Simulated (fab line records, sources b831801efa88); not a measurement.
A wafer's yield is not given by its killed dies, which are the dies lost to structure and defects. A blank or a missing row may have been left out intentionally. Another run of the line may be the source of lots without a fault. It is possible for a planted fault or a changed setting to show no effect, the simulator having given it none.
2 desks, one fault | flow gf180mcu | every desk sees just its own numbers, and what lay behind them comes last

## THE TOOL OWNER'S DESK: lpcvd-02
The tool's own readings at GF_HV_LDD_CVD_56 (deposits Si3N4 from DCS/NH3, target thk 90 nm, time 1543 s): means of the sampled wafers that have a number, for each lot that ran on this tool. The brackets show how far a lot's mean lies from the usual mean; more than 4 standard deviations puts the lot out of limits, marked OUT. Readings shown: 7 out of 8 (the first out of limits, and those lying furthest out on some lot).
Columns: A = spike tc bottom C at GF_HV_LDD_CVD_56, usual 791 C; B = spike tc centre C at GF_HV_LDD_CVD_56, usual 770.8 C; C = spike tc lower C at GF_HV_LDD_CVD_56, usual 770.5 C; D = spike tc top C at GF_HV_LDD_CVD_56, usual 782.8 C; E = spike tc upper C at GF_HV_LDD_CVD_56, usual 770.8 C; F = susceptor temp C at GF_HV_LDD_CVD_56, usual 770.0 C; G = zone power top pct at GF_HV_LDD_CVD_56, usual 27.7 %
lot  | first seen here | A              | B               | C               | D                | E               | F               | G
L303 | day 13 00:04    | 792            | 771.0           | 771.1           | 785.8            | 770.4           | 770.2           | 25.9
L307 | day 14 10:07    | 791            | 770.8           | 771.0           | 784.6            | 770.3           | 770.6           | 25.9
L315 | day 17 03:37    | 775 (-4.7) OUT | 756.0 (-12) OUT | 756.0 (-16) OUT | 770.2 (-6.3) OUT | 755.7 (-15) OUT | 754.7 (-44) OUT | 25.0
L316 | day 17 16:02    | 771 (-6.2) OUT | 756.7 (-12) OUT | 755.5 (-17) OUT | 767.3 (-7.8) OUT | 756.3 (-15) OUT | 754.7 (-44) OUT | 23.7
L324 | day 20 07:10    | 790            | 771.5           | 770.5           | 785.4            | 770.5           | 769.9           | 26.2
This desk's verdict: out of limits on L315, L316, starting with L315 at day 17 03:37 (spike tc bottom C at GF_HV_LDD_CVD_56). L303, L307, L324 stayed within limits.

## METROLOGY DESK
What the gauges read, lot by lot, whatever tool the lot ran on: means of the sampled wafers that have a number. The brackets show how far a lot's mean lies from the usual mean; more than 4 standard deviations puts the lot out of limits, marked OUT.
Columns: A = HV_LDD_CVD_56_THK at GF_HV_LDD_THK_MEAS_57, usual 89.7 nm; B = cd nm at GF_NSD_CD_MEAS_07, usual 400.1 nm
lot  | first seen here | A              | B
L303 | day 13 02:12    | 89.3           | 401.1
L305 | day 13 16:05    | 88.4           | 401.3
L307 | day 14 11:32    | 91.2           | 398.4
L311 | day 15 20:56    | 90.1           | 399.3
L315 | day 17 05:04    | 66.9 (-26) OUT | 398.3
L316 | day 17 18:13    | 65.8 (-27) OUT | 406.3
L320 | day 18 22:17    | 88.7           | 398.5
L321 | day 19 02:50    | 90.0           | 397.9
L323 | day 19 22:35    | 90.2           | 398.2
L324 | day 20 08:37    | 89.6           | 401.2
Per this desk, out of limits: L315, L316; the first was L315, day 17 05:04 (HV_LDD_CVD_56_THK at GF_HV_LDD_THK_MEAS_57). L303, L305, L307, L311, L320, L321, L323, L324 stayed within limits.

## BROUGHT TOGETHER
On L315, L316, at day 17 03:37, an alarm was possible from the tool owner's desk.
Metrology desk: alarm possible at day 17 05:04 on L315, L316.
All the named lots went through GF_HV_LDD_CVD_56 on lpcvd-02.

## WHAT THE SIMULATOR HAD PUT IN
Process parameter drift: lpcvd-02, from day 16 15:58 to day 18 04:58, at GF_HV_LDD_CVD_56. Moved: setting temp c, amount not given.
Struck lots among those shown: L315, L316.
Delay (hours) between the fault's onset and each desk's first out-of-limits reading: 12 at the tool owner's desk, 13 at the metrology desk.
